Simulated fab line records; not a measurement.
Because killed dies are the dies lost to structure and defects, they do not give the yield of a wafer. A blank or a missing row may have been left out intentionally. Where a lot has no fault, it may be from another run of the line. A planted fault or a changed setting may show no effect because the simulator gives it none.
Struck lot and sound lot, side by side ; flow sky130 ; 22 out of 708 route steps
Sound: these wafers, L476.2, L476.3, L476.6. Struck: wafers L485.3, L485.4. (L485.2 of the same lot was not struck and is left out.) The cause comes at the end.
For every step that has rows: the tool of each side, followed by ch and its chambers, followed by its first start. Under that, the readings that differ: sound wafers ; struck wafers ; difference of the means ; sigmas: that difference in standard deviations of wafers without a fault.
alike: words and numbers the same on both sides, and readings whose means are apart by under 2 such deviations; not compared: readings that were withheld, readings missing a value for some wafer, numbers with overlapping values and no deviation given by the record, and bounds like >300 which may hide the same value.
Wherever a step has rows on one side only, a row that says differs or no value, or a row with sigmas, the two part there. Numbers that don't overlap but have no deviation are shown without sigmas and don't part them. A reading that every wafer of one side lacks parts them only if that side has two wafers or more.

first, 1 step without rows for these wafers: SKY_POLY_GATE_CVD_03 (deposits Si3N4 from DCS/NH3, target thk 75 nm, time 1290 s).
SKY_POLY_GATE_THK_MEAS_04:
  sound on film metro-03 at day 16 06:17; struck on film metro-03 at day 19 04:31
  alike: POLY_GATE_CVD_03_THK
then, 8 steps without rows for these wafers: SKY_POLY_GATE_DEHYDRATE_05 (time 60 s); SKY_POLY_GATE_HMDS_06 (prime time 60 s); SKY_POLY_GATE_COAT_07 (resist thk 110 nm); SKY_POLY_GATE_COAT_08 (resist thk 450 nm); SKY_POLY_GATE_SOFTBAKE_09 (time 90 s); SKY_POLY_GATE_EXPOSE_10 (exposes mask P1M, target cd 150 nm); SKY_POLY_GATE_PEB_11; SKY_POLY_GATE_DEVELOP_12 (develop time 60 s).
SKY_POLY_GATE_CD_MEAS_13: the cd target is 150 nm.
  sound on cd sem-01 at day 17 11:16; struck on cd sem-01 at day 20 11:09
  alike: cd nm
SKY_POLY_GATE_OVL_MEAS_14:
  sound on overlay-01 at day 17 11:22; struck on overlay-01 at day 20 11:16
  alike: POLY_GATE_OVL
SKY_POLY_GATE_ETCH_15: etches BARC in N2/H2, stops on SiO2, time 118.5 s, target depth 110 nm.
  sound on rie diel-02 ch 1,3, day 17 11:23; struck on rie diel-02 ch 1,3, day 20 11:17
reading;sound;struck;difference;sigmas
model.KrF-thick_of_POLY_GATE_COAT_08.thk nm (nm);346.2 347.2 347.8;382.5 382.5;+35.4;
model.POLY_GATE.cd nm (nm);148.7 146.6 148.6;159.3 160.4;+11.9;
  alike: drypump motor current A, h2 flow sccm, oes product au, throttle valve pct
  not compared: rf hours counter h
SKY_POLY_GATE_ETCH_16: etches Si3N4 in CH3F/O2, stops on poly-Si, time 147.5 s, target depth 75 nm.
  sound on rie diel-02 ch 1,3, day 17 11:28; struck on rie diel-02 ch 1,3, day 20 11:22
  alike: O2_flow_sccm, drypump motor current A, oes product au, throttle valve pct
  not compared: rf hours counter h
SKY_POLY_GATE_ETCH_17: etches poly-Si in HBr/Cl2, stops on SiO2, target depth 180 nm, time 70.5 s.
  sound on rie si-02 ch 0,1,3, day 17 11:34; struck on rie si-01 ch 0,2, day 20 11:28
reading;sound;struck;difference;sigmas
model.KrF-thick_of_POLY_GATE_COAT_08.thk nm (nm);144.7 144.1 145.2;179 177.9;+34;
model.POLY_GATE.cd nm (nm);148.7 144.6 147.7;160.4 160.4;+13.4;
  alike: drypump motor current A, oes product au, throttle valve pct
  not compared: rf hours counter h
SKY_POLY_GATE_STRIP_18: strips in O2/N2.
  sound on plasma asher-04 ch 0,1, day 17 11:38; struck on plasma asher-04 ch 0,1, day 20 11:32
reading;sound;struck;difference;sigmas
oes product au (a.u.);0.360 0.359 0.370;0.379 0.376;+0.015;+4
strip time to endpoint s (s);3.20 3.21 3.23;3.59 3.57;+0.37;+12
  alike: drypump motor current A
  not compared: rf hours counter h
then, 2 steps without rows for these wafers: SKY_POLY_GATE_CLEAN_19 (cleans in SC1/SC2, time 150 s); SKY_POLY_GATE_OXIDATION_20 (stabilise 600 s, purge 300 s, target thk 4 nm).
SKY_POLY_GATE_THK_MEAS_21:
  sound on film metro-03 at day 17 14:17; struck on film metro-04 at day 20 13:55
  alike: POLY_GATE_OXIDATION_THK
SKY_POLY_GATE_CD_MEAS_22:
  sound on cd sem-01 at day 17 14:22; struck on cd sem-02 at day 20 13:59
reading;sound;struck;difference;sigmas
cd nm (nm);148.7 144.2 147.7;160.6 160.4;+13.6;+8
then, 1 step without rows for these wafers: SKY_LDD_N_DEHYDRATE_00 (time 60 s).
-- record jumps: 28 days separate the struck wafers' starts on either side; left off in module LDD_N, taken up again in module PAD_OPEN, whose first shown step is the route's number 708 --
SKY_PAD_OPEN_PROBE_99:
  sound on prober-01 at day 46 07:16; struck on prober-02 at day 48 12:14
reading;sound;struck;difference;sigmas
model.etest.pfet_01v8.r on ohm um;2919 2830 2872;2990 2989;+116;
model.etest.res poly.line ohm um;521.1 543.6 515.8;453.9 462.3;-68.7;
model.etest.nfet_01v8.r on ohm um;813.9 834.4 806.2;849.6 852.8;+33.0;
model.etest.sonos uncharged.r on ohm um;799.8 784.8 795.5;827.7 841.4;+41.2;
model.etest.pfet_01v8.drive ua um;191 198.4 194.5;182 184.4;-11;
model.etest.res poly.width nm (nm);92.97 88.56 91.32;104.4 104.6;+13.5;
model.etest.res xhigh po.width nm (nm);350.4 344.2 347.8;362.9 360.9;+14.4;
model.etest.res high po.width nm (nm);349.1 344.3 348.2;360.1 359.8;+12.8;
  alike: killed_at_M0_to_M3, killed_at_M4_up, killed at contacts, killed at front end, killed at other, killed dies, killed open, killed short

== WHERE THEY PART ==
At SKY_POLY_GATE_STRIP_18 first; at SKY_POLY_GATE_CD_MEAS_22 last (within this record only). Later steps at which nothing parts them and some readings are alike: SKY_PAD_OPEN_PROBE_99.

WHY: what the simulator had put in
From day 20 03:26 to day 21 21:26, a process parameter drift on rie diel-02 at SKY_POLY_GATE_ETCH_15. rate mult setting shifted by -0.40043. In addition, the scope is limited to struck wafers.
